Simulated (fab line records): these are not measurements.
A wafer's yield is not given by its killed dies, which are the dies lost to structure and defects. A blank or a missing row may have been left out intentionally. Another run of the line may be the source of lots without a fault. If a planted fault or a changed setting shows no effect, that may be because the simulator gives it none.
Which tool was responsible? | flow sky130 | 7 lots, 21 wafers sampled, at 1 step of a route of 708

## WHAT THE GAUGES SHOWED, per wafer
SKY_VIA2_OVL_MEAS_13.
lot  | measured     | on         | VIA2_OVL (nm)
L398 | day 36 13:24 | overlay-01 | 11 4 12
L405 | day 39 01:32 | overlay-01 | 5 14 11
L407 | day 39 20:38 | overlay-01 | 0 -1 -5
L411 | day 40 17:34 | overlay-02 | 2 9 -1
L413 | day 41 07:31 | overlay-01 | 0 5 0
L415 | day 42 08:35 | overlay-02 | -10 -5 -3
L419 | day 43 01:28 | overlay-01 | 3 -1 2

## TOOL THAT RAN EACH LOT (tool first, then ch and the chambers of the sampled wafers, then the start)
Record: no process step prior to these readings.

## THE ANSWER, worked out from the rows above alone
Rule: the usual values come from the lots themselves. The widest of any qualifying gaps counts: lots, ordered by their means at a reading, are off when they make up no more than a third of the lots, leave a main group of 4 or more, and stand apart from it by 3 or more times the standard deviation of that group's means. A main group is skipped when, at the precision printed for the reading in the tables above, its means are all equal. Also off: a lot with no number at a reading for which 4 or more lots have one. All remaining lots with rows at the step are treated as sound.
Nothing can be told from this: no lot is off at any reading shown.

## WHAT HAD BEEN PUT IN BY THE SIMULATOR
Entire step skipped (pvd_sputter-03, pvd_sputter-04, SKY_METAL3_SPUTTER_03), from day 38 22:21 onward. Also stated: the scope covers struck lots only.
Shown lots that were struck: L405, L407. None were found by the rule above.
